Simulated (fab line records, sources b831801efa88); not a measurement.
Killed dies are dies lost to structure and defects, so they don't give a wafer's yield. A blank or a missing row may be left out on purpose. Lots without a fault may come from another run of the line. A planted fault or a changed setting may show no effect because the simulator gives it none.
A struck lot beside a sound one | flow gf180mcu | 14 steps out of a route of 602
Sound: wafers L375.1, L375.2, L375.4. Struck: wafers L389.2, L389.3, L389.5. The cause comes at the end.
At each step with rows: each side's tool, then ch and its chambers, then its first start. Under that, the readings that differ: sound wafers | struck wafers | difference of the means | sigmas: that difference in standard deviations of wafers without a fault.
alike: readings whose means differ by less than 2 such deviations, and words and numbers that are the same on both sides. not compared: withheld readings, readings that some wafer has no value for, bounds like >300 that may hide the same value, and numbers for which the record gives no deviation and whose values overlap.
The two part at a step that has a row with sigmas, a row that says differs or no value, or rows on one side only. Numbers that don't overlap but have no deviation are shown without sigmas and don't part them. A reading that every wafer of one side lacks parts them only if that side has two wafers or more.

first, 2 steps without rows for these wafers: GF_VT_IMPLANT_PEB_27; GF_VT_IMPLANT_DEVELOP_28 (develop time 60 s).
GF_VT_IMPLANT_OVL_MEAS_29:
  sound on overlay-01, day 7 03:43; struck on overlay-02, day 11 01:19
  alike: VT_IMPLANT_02_OVL
then, 1 step without rows for these wafers: GF_VT_IMPLANT_IMPLANT_30.
GF_VT_IMPLANT_STRIP_31: strips in O2/N2.
  sound on plasma_asher-04 ch 0,1, day 7 03:54; struck on plasma_asher-03 ch 0,1, day 11 01:29
  reading            | sound       | struck      | difference | sigmas
  heater_power_w (W) | 362 327 378 | 312 278 279 | -66        | -3
  alike: chamber_pressure_mTorr, drypump_motor_current_A, oes_product_au, strip_time_to_endpoint_s
  not compared: rf_hours_counter_h
GF_VT_IMPLANT_TW_MEAS_32:
  sound on film_metro-01, day 7 04:00; struck on film_metro-04, day 11 01:36
  alike: VT_IMPLANT_3_TW
then, 6 steps without rows for these wafers: GF_VT_IMPLANT_DEHYDRATE_33 (time 60 s); GF_VT_IMPLANT_HMDS_34 (prime time 60 s); GF_VT_IMPLANT_COAT_35 (resist thk 1000 nm); GF_VT_IMPLANT_SOFTBAKE_36 (time 60 s); GF_VT_IMPLANT_EXPOSE_37 (exposes mask Nwell HV AREA, target cd 860 nm); GF_VT_IMPLANT_PEB_38.
GF_VT_IMPLANT_DEVELOP_39: develop time 60 s.
  sound on litho_track-04 ch 0, day 7 18:45; struck on litho_track-01, day 11 20:01
  no value came back on the struck wafers for chill_plate_temp_C (C), develop_time_s (s); on the sound wafers chill_plate_temp_C (C) reads 23.01 22.96 23.01
GF_VT_IMPLANT_OVL_MEAS_40:
  sound on overlay-02, day 7 18:54; struck on overlay-02, day 11 20:09
  reading                | sound          | struck | difference                    | sigmas
  VT_IMPLANT_03_OVL (nm) | -2.5 -2.1 -0.9 | - - -  | no value on the struck wafers |

WHERE THEY PART
First at GF_VT_IMPLANT_STRIP_31; last, within this record, at GF_VT_IMPLANT_OVL_MEAS_40.

WHY: what the simulator had put in
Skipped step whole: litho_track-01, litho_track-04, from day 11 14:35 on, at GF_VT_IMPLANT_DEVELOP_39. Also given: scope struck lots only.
